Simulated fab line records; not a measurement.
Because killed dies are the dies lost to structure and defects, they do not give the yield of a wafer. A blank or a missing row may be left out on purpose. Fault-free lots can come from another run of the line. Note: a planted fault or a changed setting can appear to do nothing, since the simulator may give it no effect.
fab line records -- flow sky130 -- part 2 of 2: steps 24 to 32 of 32
record lots=5, wafers=15, last_day=48
route steps=708 shown METAL4@621 VIA4@639
lots that met no fault: taken from a fault-free run of the same line
start_h: the number of hours between the record's first day and the start of the first shown wafer of the lot -- wait_h: hours from the lot's prior step to this one -- " identical to the entry in the row above -- L1.1+2: a row that stands for several wafers -- - no value, or no start was given -- * or withheld: withheld -- < > ~ a bound
route shown NAME@n: NAME is a module with steps in the file, n the number in the route of the first one -- usual: mean and standard deviation over wafers with no fault -- same: alike in all rows -- chamber/n: place in a boat -- sites: the reading at each site -- _std_site: standard deviation across them -- _edge_site: outer sites' mean less inner sites' -- radius_mm: for every site, how far away it sits from the centre of the wafer -- mask NAME#n: copy n -- behind: the most recent tool/chamber to have shaped the wafer -- hold: what put the lot on hold/how long, in hours/how the hold closed -- device: whichever transistor did not switch (one of n, p or np) -- end of line: tests run on the same wafers once the route is complete -- a step given without rows: its recipe and nothing more -- killed: count of dies lost to structure and defects at first sort (not the wafer's yield) -- map: shows each die of a wafer: x if killed, . if not, _ if none is there
set.NAME: the setting the step ran with; set.NAME@STEP: the setting that earlier step ran with -- model.NAME: the simulator's own value behind a step, which no gauge read
certain route steps with their lots: each step a table, each wafer a row
services: when a tool's chamber went out of use (start_h, in hours from the record's first day, below 0 if earlier), for how many hours, and the reason
## steps
# step SKY_VIA4_HMDS_05
# recipe prime_time_s=60, prime_temp_c=120
# usual chill_plate_temp_C=23.01/0.1
lot.wafer,tool,chamber,start_h,wait_h,chill_plate_temp_C
L074.4,litho_track-03,0,984.14,0.1,22.88
L074.5,litho_track-03,0,984.14,0.1,22.85
L074.6,litho_track-03,0,984.14,0.1,22.89
L079.1,litho_track-01,0,1042.42,0.1,22.88
L079.3,litho_track-01,0,1042.42,0.1,23.03
L079.5,litho_track-01,0,1042.42,0.1,22.88
L080.2,litho_track-01,0,1049.20,0.1,23.17
L080.4,litho_track-01,0,1049.20,0.1,23.02
L080.5,litho_track-01,0,1049.20,0.1,23.22
L083.1,litho_track-04,0,1063.28,0.1,23.21
L083.2,litho_track-04,0,1063.28,0.1,23.13
L083.6,litho_track-04,0,1063.28,0.1,23.27
L087.1,litho_track-03,0,1078.26,0.1,23.07
L087.4,litho_track-03,0,1078.26,0.1,23.02
L087.5,litho_track-03,0,1078.26,0.1,22.99
# step SKY_VIA4_COAT_06
# recipe resist=NOVOLAK, spin_rpm=3000, resist_thk_nm=1140
# usual chill_plate_temp_C=22.97/0.1, dispense_pressure_kPa=50.0/1.8
lot.wafer,tool,chamber,start_h,wait_h,chill_plate_temp_C,dispense_pressure_kPa
L074.4,litho_track-03,0,984.29,0.1,22.87,48.1
L074.5,litho_track-03,0,984.29,0.1,23.08,48.1
L074.6,litho_track-03,0,984.29,0.1,22.99,48.1
L079.1,litho_track-01,0,1042.57,0.1,23.03,52.0
L079.3,litho_track-01,0,1042.57,0.1,23.04,52.0
L079.5,litho_track-01,0,1042.57,0.1,22.97,52.0
L080.2,litho_track-01,0,1049.35,0.1,23.07,52.0
L080.4,litho_track-01,0,1049.35,0.1,22.99,52.0
L080.5,litho_track-01,0,1049.35,0.1,23.14,52.0
L083.1,litho_track-04,0,1063.43,0.1,23.10,48.5
L083.2,litho_track-04,0,1063.43,0.1,22.98,48.5
L083.6,litho_track-04,0,1063.43,0.1,23.10,48.5
L087.1,litho_track-03,0,1078.41,0.1,23.05,48.2
L087.4,litho_track-03,0,1078.41,0.1,23.07,48.2
L087.5,litho_track-03,0,1078.41,0.1,23.04,48.2
# step SKY_VIA4_SOFTBAKE_07
# recipe temp_c=90, time_s=60, resist=NOVOLAK
# usual chill_plate_temp_C=23.00/0.097
lot.wafer,tool,chamber,start_h,wait_h,chill_plate_temp_C
L074.4,litho_track-03,0,984.44,0.1,23.06
L074.5,litho_track-03,0,984.44,0.1,22.99
L074.6,litho_track-03,0,984.44,0.1,22.96
L079.1,litho_track-01,0,1042.72,0.1,23.04
L079.3,litho_track-01,0,1042.72,0.1,22.95
L079.5,litho_track-01,0,1042.72,0.1,23.17
L080.2,litho_track-01,0,1049.50,0.1,22.92
L080.4,litho_track-01,0,1049.50,0.1,23.08
L080.5,litho_track-01,0,1049.50,0.1,23.10
L083.1,litho_track-04,0,1063.58,0.1,22.93
L083.2,litho_track-04,0,1063.58,0.1,22.87
L083.6,litho_track-04,0,1063.58,0.1,22.89
L087.1,litho_track-03,0,1078.56,0.1,22.95
L087.4,litho_track-03,0,1078.56,0.1,23.06
L087.5,litho_track-03,0,1078.56,0.1,22.91
# step SKY_VIA4_EXPOSE_08
# recipe mask_id=VIM4, na=0.6, source_shape=conventional, sigma_outer=0.6, polarization=unpolarized, target_cd_nm=800, dose_mj=132
# usual stage_vel_mm_s=499.99/0.24
lot.wafer,tool,chamber,start_h,wait_h,mask,stage_vel_mm_s
L074.4,iline_stepper-01,0,-,-,VIM4#0,499.98
L074.5,iline_stepper-01,0,-,-,VIM4#0,500.03
L074.6,iline_stepper-01,0,-,-,VIM4#0,500.10
L079.1,iline_stepper-01,0,-,-,VIM4#0,500.23
L079.3,iline_stepper-01,0,-,-,VIM4#0,500.15
L079.5,iline_stepper-01,0,-,-,VIM4#0,500.59
L080.2,iline_stepper-02,0,-,-,VIM4#0,500.54
L080.4,iline_stepper-02,0,-,-,VIM4#0,500.11
L080.5,iline_stepper-02,0,-,-,VIM4#0,499.86
L083.1,iline_stepper-01,0,-,-,VIM4#0,500.09
L083.2,iline_stepper-01,0,-,-,VIM4#0,500.06
L083.6,iline_stepper-01,0,-,-,VIM4#0,500.05
L087.1,iline_stepper-01,0,-,-,VIM4#0,499.83
L087.4,iline_stepper-01,0,-,-,VIM4#0,500.18
L087.5,iline_stepper-01,0,-,-,VIM4#0,499.80
# step SKY_VIA4_PEB_09
# recipe temp_c=withheld, time_s=*, resist=NOVOLAK
# usual chill_plate_temp_C=*
lot.wafer,tool,chamber,start_h,wait_h,chill_plate_temp_C
L074.4,litho_track-04,0,-,-,*
L074.5,litho_track-04,0,-,-,*
L074.6,litho_track-04,0,-,-,*
L079.1,litho_track-01,0,-,-,*
L079.3,litho_track-01,0,-,-,*
L079.5,litho_track-01,0,-,-,*
L080.2,litho_track-01,0,-,-,*
L080.4,litho_track-01,0,-,-,*
L080.5,litho_track-01,0,-,-,*
L083.1,litho_track-03,0,-,-,*
L083.2,litho_track-03,0,-,-,*
L083.6,litho_track-03,0,-,-,*
L087.1,litho_track-03,0,-,-,*
L087.4,litho_track-03,0,-,-,*
L087.5,litho_track-03,0,-,-,*
# step SKY_VIA4_DEVELOP_10
# recipe resist=NOVOLAK, developer=TMAH, develop_time_s=60, dev_temp_c=23
# usual chill_plate_temp_C=23.02/0.12
lot.wafer,tool,chamber,start_h,wait_h,chill_plate_temp_C
L074.4,litho_track-04,0,996.06,0.1,23.16
L074.5,litho_track-04,0,996.06,0.1,23.01
L074.6,litho_track-04,0,996.06,0.1,22.95
L079.1,litho_track-01,0,1053.77,0.1,23.13
L079.3,litho_track-01,0,1053.77,0.1,23.06
L079.5,litho_track-01,0,1053.77,0.1,23.09
L080.2,litho_track-01,0,1060.05,0.1,23.08
L080.4,litho_track-01,0,1060.05,0.1,23.03
L080.5,litho_track-01,0,1060.05,0.1,23.07
L083.1,litho_track-03,0,1073.86,0.1,22.96
L083.2,litho_track-03,0,1073.86,0.1,22.89
L083.6,litho_track-03,0,1073.86,0.1,22.80
L087.1,litho_track-03,0,1088.06,0.1,23.22
L087.4,litho_track-03,0,1088.06,0.1,23.05
L087.5,litho_track-03,0,1088.06,0.1,23.20
# step SKY_VIA4_OVL_MEAS_11
# usual VIA4_OVL=-0.1/1.2
lot.wafer,tool,chamber,start_h,wait_h,VIA4_OVL[nm]
L074.4,overlay-01,-,996.15,0.1,-1.4
L074.5,overlay-01,-,996.15,0.1,-2.2
L074.6,overlay-01,-,996.15,0.1,-1.3
L079.1,overlay-02,-,1053.92,0.1,1.4
L079.3,overlay-02,-,1053.92,0.1,1.2
L079.5,overlay-02,-,1053.92,0.1,0.8
L080.2,overlay-01,-,1060.18,0.1,-0.8
L080.4,overlay-01,-,1060.18,0.1,0.9
L080.5,overlay-01,-,1060.18,0.1,0.0
L083.1,overlay-01,-,1074.01,0.1,0.3
L083.2,overlay-01,-,1074.01,0.1,0.1
L083.6,overlay-01,-,1074.01,0.1,1.1
L087.1,overlay-01,-,1088.21,0.1,-0.2
L087.4,overlay-01,-,1088.21,0.1,-0.3
L087.5,overlay-01,-,1088.21,0.1,-1.0
# step SKY_VIA4_ETCH_12
# recipe target=SiO2, chemistry=C4F8/O2/Ar, stop_on=TiN, mask_material=NOVOLAK, source_w=1500, bias_w=1200, pressure_mtorr=40, c4f8_flow_sccm=withheld, O2_flow_sccm=6, Ar_flow_sccm=300, time_s=withheld, target_depth_a=5800
# usual chamber_pressure_mTorr=40.01/0.037, oes_product_au=0.931/0.0043
lot.wafer,tool,chamber,start_h,wait_h,chamber_pressure_mTorr,oes_product_au
L074.4,rie_diel-04,0,996.17,0.0,40.02,0.939
L074.5,rie_diel-04,3,996.17,0.0,39.97,0.931
L074.6,rie_diel-04,0,996.17,0.0,39.97,0.934
L079.1,rie_diel-02,3,1053.96,0.0,40.04,0.935
L079.3,rie_diel-02,0,1053.96,0.0,40.04,0.935
L079.5,rie_diel-02,2,1053.96,0.0,39.97,0.933
L080.2,rie_diel-02,3,1060.21,0.0,40.00,0.929
L080.4,rie_diel-02,2,1060.21,0.0,40.04,0.931
L080.5,rie_diel-02,3,1060.21,0.0,39.98,0.931
L083.1,rie_diel-01,2,1074.05,0.0,39.98,0.929
L083.2,rie_diel-01,1,1074.05,0.0,40.04,0.931
L083.6,rie_diel-01,1,1074.05,0.0,39.96,0.932
L087.1,rie_diel-04,0,1088.25,0.0,40.02,0.926
L087.4,rie_diel-04,3,1088.25,0.0,40.00,0.929
L087.5,rie_diel-04,0,1088.25,0.0,40.01,0.933
# step SKY_VIA4_STRIP_13
# recipe chemistry=O2/N2, power_w=1400, pressure_mtorr=1500, platen_temp_c=withheld, o2_flow_sccm=3000, n2_flow_sccm=300, overash_fraction=0.5
# usual chamber_pressure_mTorr=1500.3/1.5, drypump_motor_current_A=5.3/0.42, oes_product_au=0.709/0.0045, strip_time_to_endpoint_s=12.807/0.025
lot.wafer,tool,chamber,start_h,wait_h,chamber_pressure_mTorr,drypump_motor_current_A,oes_product_au,rf_hours_counter_h,strip_time_to_endpoint_s
L074.4,plasma_asher-04,0,996.27,-,1500.9,5.7,0.713,-,12.780
L074.5,plasma_asher-04,1,996.27,-,1500.3,5.2,0.717,-,12.787
L074.6,plasma_asher-04,0,996.27,-,1499.6,5.7,0.714,-,12.795
L079.1,plasma_asher-03,0,1054.03,-,1500.4,4.9,0.704,91,12.846
L079.3,plasma_asher-03,1,1054.03,-,1499.3,4.9,0.715,-,12.837
L079.5,plasma_asher-03,0,1054.03,-,1502.0,4.9,0.714,-,12.809
L080.2,plasma_asher-03,1,1060.28,-,1501.2,4.9,0.709,92,12.792
L080.4,plasma_asher-03,0,1060.28,-,1499.1,4.9,0.710,-,12.836
L080.5,plasma_asher-03,0,1060.28,-,1504.2,4.9,0.711,-,12.843
L083.1,plasma_asher-04,1,1074.12,-,1499.8,5.2,0.704,65,12.820
L083.2,plasma_asher-04,0,1074.12,-,1501.0,5.7,0.711,65,12.791
L083.6,plasma_asher-04,1,1074.12,-,1499.8,5.2,0.713,-,12.796
L087.1,plasma_asher-03,1,1088.32,-,1497.0,4.9,0.710,95,12.783
L087.4,plasma_asher-03,0,1088.32,-,1498.8,4.9,0.708,-,12.793
L087.5,plasma_asher-03,1,1088.32,-,1503.8,4.9,0.706,-,12.805
## services
tool,chamber,start_h,hours,kind
iline_stepper-01,-,936.49,1.1,repair
rie_diel-01,1,944.63,5.4,repair
cmp-02,-,944.85,2.2,repair
krf_scanner-01,-,946.99,3.6,pm
krf_scanner-02,-,948.06,0.3,repair
iline_stepper-01,-,952.92,1.3,repair
cmp-01,-,956.91,4.2,pm
krf_scanner-02,-,959.99,0.8,pm
cmp-01,-,965.56,3.6,repair
krf_scanner-01,-,987.74,1.0,pm
krf_scanner-01,-,990.37,4.0,pm
plasma_asher-02,-,992.32,0.6,repair
plasma_asher-03,-,993.52,1.0,repair
rie_metal-02,-,993.80,2.8,pm
rie_diel-03,0,997.67,10.1,repair
rie_diel-01,1,1004.25,10.0,repair
krf_scanner-02,-,1004.42,1.0,pm
krf_scanner-02,-,1006.17,1.3,pm
krf_scanner-01,-,1049.42,0.8,pm
iline_stepper-01,-,1050.65,1.7,pm
plasma_asher-02,-,1055.25,9.0,pm
hdpcvd-02,0,1057.53,4.3,repair
krf_scanner-01,-,1074.81,0.2,repair
plasma_asher-02,-,1087.41,6.7,repair
